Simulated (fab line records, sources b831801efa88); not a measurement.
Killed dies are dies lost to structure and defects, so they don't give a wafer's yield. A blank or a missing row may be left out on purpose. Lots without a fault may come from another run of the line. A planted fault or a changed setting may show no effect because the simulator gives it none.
Which tool did it? | flow sky130 | 13 lots, 39 wafers sampled, at 6 steps of a route of 708

WHAT THE GAUGES READ, wafer by wafer
SKY_NWELL_TW_MEAS_26. Usual: NWELL_2_TW 495.6, standard deviation 2.6.
lot  | measured     | on            | NWELL_2_TW        | flag
L687 | day 5 12:56  | film_metro-02 | 494.8 494.1 493.9 |
L689 | day 6 05:16  | film_metro-02 | 492.7 494.4 487.7 |
L690 | day 6 11:57  | film_metro-02 | 493.1 492.9 496.8 |
L691 | day 6 15:50  | film_metro-03 | 498.3 499.9 498.5 |
L692 | day 6 20:09  | film_metro-02 | 498.0 496.6 495.5 |
L696 | day 7 17:43  | film_metro-04 | 498.8 499.2 496.0 |
L701 | day 9 02:29  | film_metro-04 | 496.5 494.5 497.1 |
L702 | day 9 09:22  | film_metro-02 | 498.7 494.9 497.6 |
L704 | day 9 21:43  | film_metro-03 | 497.2 499.7 498.7 |
L705 | day 10 03:31 | film_metro-03 | 498.2 497.5 497.9 |
L707 | day 10 13:30 | film_metro-04 | 495.7 496.0 495.8 |
L708 | day 10 20:01 | film_metro-04 | 496.0 496.5 498.9 |
L709 | day 11 01:26 | film_metro-02 | 494.8 493.3 491.7 |

SKY_VT_ADJUST_NCORE_CD_MEAS_07: target cd 380 nm. Usual: cd_nm 379.1 nm, standard deviation 2.6.
lot  | measured     | on        | cd_nm (nm)        | flag
L687 | day 8 19:26  | cd_sem-02 | 378.1 379.3 378.0 |
L689 | day 9 12:54  | cd_sem-01 | 375.5 376.4 380.1 |
L690 | day 9 21:07  | cd_sem-02 | 376.7 374.8 375.7 |
L691 | day 10 01:26 | cd_sem-01 | - - -             | OFF
L692 | day 10 07:16 | cd_sem-02 | 374.8 373.0 374.6 |
L696 | day 11 07:45 | cd_sem-02 | 379.8 379.1 377.0 |
L701 | day 12 23:26 | cd_sem-02 | 384.9 382.9 381.4 |
L702 | day 13 08:10 | cd_sem-01 | 381.4 381.5 379.9 |
L704 | day 13 23:05 | cd_sem-02 | 383.1 383.6 383.1 |
L705 | day 14 05:36 | cd_sem-01 | 380.5 380.1 378.6 |
L707 | day 14 16:50 | cd_sem-02 | 381.6 382.6 381.4 |
L708 | day 15 01:28 | cd_sem-02 | 375.1 373.0 374.9 |
L709 | day 15 07:06 | cd_sem-01 | 379.3 378.5 377.3 |

SKY_VT_ADJUST_NCORE_TW_MEAS_11. Usual: VT_ADJUST_NCORE_TW 219.9, standard deviation 1.7.
lot  | measured     | on            | VT_ADJUST_NCORE_TW | flag
L687 | day 8 19:50  | film_metro-04 | 219.0 217.9 218.7  |
L689 | day 9 13:17  | film_metro-02 | 218.8 220.7 219.9  |
L690 | day 9 21:29  | film_metro-02 | 219.0 220.0 220.5  |
L691 | day 10 01:50 | film_metro-04 | 30.1 29.9 29.9     | OFF
L692 | day 10 07:38 | film_metro-01 | 219.3 221.6 220.8  |
L696 | day 11 08:08 | film_metro-02 | 218.1 219.0 218.4  |
L701 | day 12 23:50 | film_metro-01 | 221.9 222.0 223.1  |
L702 | day 13 08:34 | film_metro-01 | 219.8 220.8 219.7  |
L704 | day 13 23:29 | film_metro-04 | 219.2 218.6 218.1  |
L705 | day 14 05:59 | film_metro-04 | 218.0 218.4 218.7  |
L707 | day 14 17:15 | film_metro-01 | 222.5 221.5 222.0  |
L708 | day 15 01:53 | film_metro-01 | 222.5 222.1 222.2  |
L709 | day 15 07:30 | film_metro-01 | 223.7 222.6 223.1  |

WHICH TOOL RAN EACH LOT (tool, then ch and the chambers of the sampled wafers, then the start)
lot  | SKY_DNWELL_STRIP_08                 | SKY_NWELL_STRIP_14                   | SKY_VT_ADJUST_NCORE_EXPOSE_04
L687 | plasma_asher-02 ch 1, day 3 09:29   | plasma_asher-03 ch 0,1, day 4 19:32  | iline_stepper-01 ch 0, day 8 09:29
L689 | plasma_asher-04 ch 0,1, day 3 23:37 | plasma_asher-02 ch 0,1, day 5 10:53  | iline_stepper-02 ch 0, day 9 03:25
L690 | plasma_asher-04 ch 0,1, day 4 06:00 | plasma_asher-04 ch 0,1, day 5 17:23  | iline_stepper-01 ch 0, day 9 10:36
L691 | plasma_asher-02 ch 0,1, day 4 09:16 | plasma_asher-02 ch 0,1, day 5 20:33  | iline_stepper-02 ch 0, day 9 14:43
L692 | plasma_asher-01 ch 0,1, day 4 13:16 | plasma_asher-02 ch 0,1, day 6 01:29  | iline_stepper-01 ch 0, day 9 20:35
L696 | plasma_asher-04 ch 0,1, day 5 08:40 | plasma_asher-04 ch 0,1, day 6 21:53  | iline_stepper-01 ch 0, day 10 20:37
L701 | plasma_asher-04 ch 0, day 6 13:28   | plasma_asher-02 ch 0,1, day 8 06:03  | iline_stepper-01 ch 0, day 12 10:34
L702 | plasma_asher-01 ch 0,1, day 6 19:34 | plasma_asher-03 ch 0,1, day 8 12:20  | iline_stepper-01 ch 0, day 12 20:07
L704 | plasma_asher-04 ch 0,1, day 7 08:11 | plasma_asher-04 ch 0,1, day 9 01:15  | iline_stepper-02 ch 0, day 13 10:37
L705 | plasma_asher-02 ch 0,1, day 7 13:31 | plasma_asher-03 ch 0,1, day 9 06:13  | iline_stepper-01 ch 0, day 13 16:35
L707 | plasma_asher-02 ch 0,1, day 7 21:58 | plasma_asher-02 ch 0,1, day 9 14:40  | iline_stepper-01 ch 0, day 14 03:40
L708 | plasma_asher-02 ch 0,1, day 8 02:55 | plasma_asher-02 ch 0,1, day 9 20:39  | iline_stepper-02 ch 0, day 14 12:29
L709 | plasma_asher-01 ch 0,1, day 8 09:10 | plasma_asher-04 ch 0,1, day 10 02:15 | iline_stepper-01 ch 0, day 14 17:24
- SKY_DNWELL_STRIP_08: strips in O2/N2.
- SKY_NWELL_STRIP_14: strips in O2/N2.
- SKY_VT_ADJUST_NCORE_EXPOSE_04: exposes mask LVTN COMPLEMENT THIN, target cd 380 nm.

WHAT THE TOOLS THEMSELVES READ (means of the sampled wafers that have a number; where no wafer has one, the mark that the record gives instead)
SKY_DNWELL_STRIP_08. Usual: drypump_motor_current_A 5.72 A, standard deviation 0.17; oes_product_au 0.722 a.u., standard deviation 0.0048; strip_time_to_endpoint_s 36.92 s, standard deviation 0.12.
lot  | tool            | drypump_motor_current_A (A) | oes_product_au (a.u.) | strip_time_to_endpoint_s (s) | flag
L687 | plasma_asher-02 | 5.51                        | 0.721                 | 36.73                        |
L689 | plasma_asher-04 | 5.78                        | 0.724                 | 36.94                        |
L690 | plasma_asher-04 | 5.78                        | 0.718                 | 36.75                        |
L691 | plasma_asher-02 | 5.61                        | 0.718                 | 37.01                        |
L692 | plasma_asher-01 | 5.75                        | 0.726                 | 37.11                        |
L696 | plasma_asher-04 | 5.79                        | 0.722                 | 36.82                        |
L701 | plasma_asher-04 | 5.80                        | 0.726                 | 36.90                        |
L702 | plasma_asher-01 | 5.75                        | 0.718                 | 36.91                        |
L704 | plasma_asher-04 | 5.78                        | 0.725                 | 36.90                        |
L705 | plasma_asher-02 | 5.57                        | 0.720                 | 36.99                        |
L707 | plasma_asher-02 | 5.59                        | 0.724                 | 36.88                        |
L708 | plasma_asher-02 | 5.57                        | 0.718                 | 37.02                        |
L709 | plasma_asher-01 | 5.78                        | 0.720                 | 37.09                        |

SKY_NWELL_STRIP_14. Usual: drypump_motor_current_A 5.58 A, standard deviation 0.19; oes_product_au 0.723 a.u., standard deviation 0.005; strip_time_to_endpoint_s 36.94 s, standard deviation 0.092.
lot  | tool            | drypump_motor_current_A (A) | oes_product_au (a.u.) | strip_time_to_endpoint_s (s) | flag
L687 | plasma_asher-03 | 5.25                        | 0.727                 | 36.91                        |
L689 | plasma_asher-02 | 5.62                        | 0.719                 | 36.90                        |
L690 | plasma_asher-04 | 5.78                        | 0.724                 | 36.92                        |
L691 | plasma_asher-02 | 5.59                        | 0.730                 | 36.95                        |
L692 | plasma_asher-02 | 5.63                        | 0.721                 | 36.95                        |
L696 | plasma_asher-04 | 5.78                        | 0.727                 | 36.94                        |
L701 | plasma_asher-02 | 5.57                        | 0.727                 | 36.83                        |
L702 | plasma_asher-03 | 5.33                        | 0.724                 | 36.78                        |
L704 | plasma_asher-04 | 5.80                        | 0.730                 | 36.98                        |
L705 | plasma_asher-03 | 5.33                        | 0.727                 | 36.93                        |
L707 | plasma_asher-02 | 5.59                        | 0.722                 | 36.96                        |
L708 | plasma_asher-02 | 5.56                        | 0.720                 | 37.03                        |
L709 | plasma_asher-04 | 5.79                        | 0.717                 | 37.03                        |

THE ANSWER, worked out from the rows above alone
Rule: a lot is off if the mean of its wafers that have a number lies more than 3 standard deviations from the usual mean. A lot without any number at a reading at which 4 lots or more have one is off too. The other lots that the step has rows for count as sound. The gauges are gone through in route order, then the tools' own readings, and for those a lot's mean is taken as printed above. The first step at which some lot is off is used, and at that step the reading that is off furthest; a lot without a number counts as furthest.
Off: L691, at SKY_VT_ADJUST_NCORE_CD_MEAS_07 (cd_nm). Without a number there: L691.
A tool fits if, at a process step before that reading, it ran every lot that is off, and no sound lot after the first of them. The gauges at SKY_VT_ADJUST_NCORE_CD_MEAS_07 aren't tried: what is off there is off at SKY_VT_ADJUST_NCORE_TW_MEAS_11 too, on other tools, and a gauge's error can't cause that. None of those tried fits.

WHAT THE SIMULATOR HAD PUT IN
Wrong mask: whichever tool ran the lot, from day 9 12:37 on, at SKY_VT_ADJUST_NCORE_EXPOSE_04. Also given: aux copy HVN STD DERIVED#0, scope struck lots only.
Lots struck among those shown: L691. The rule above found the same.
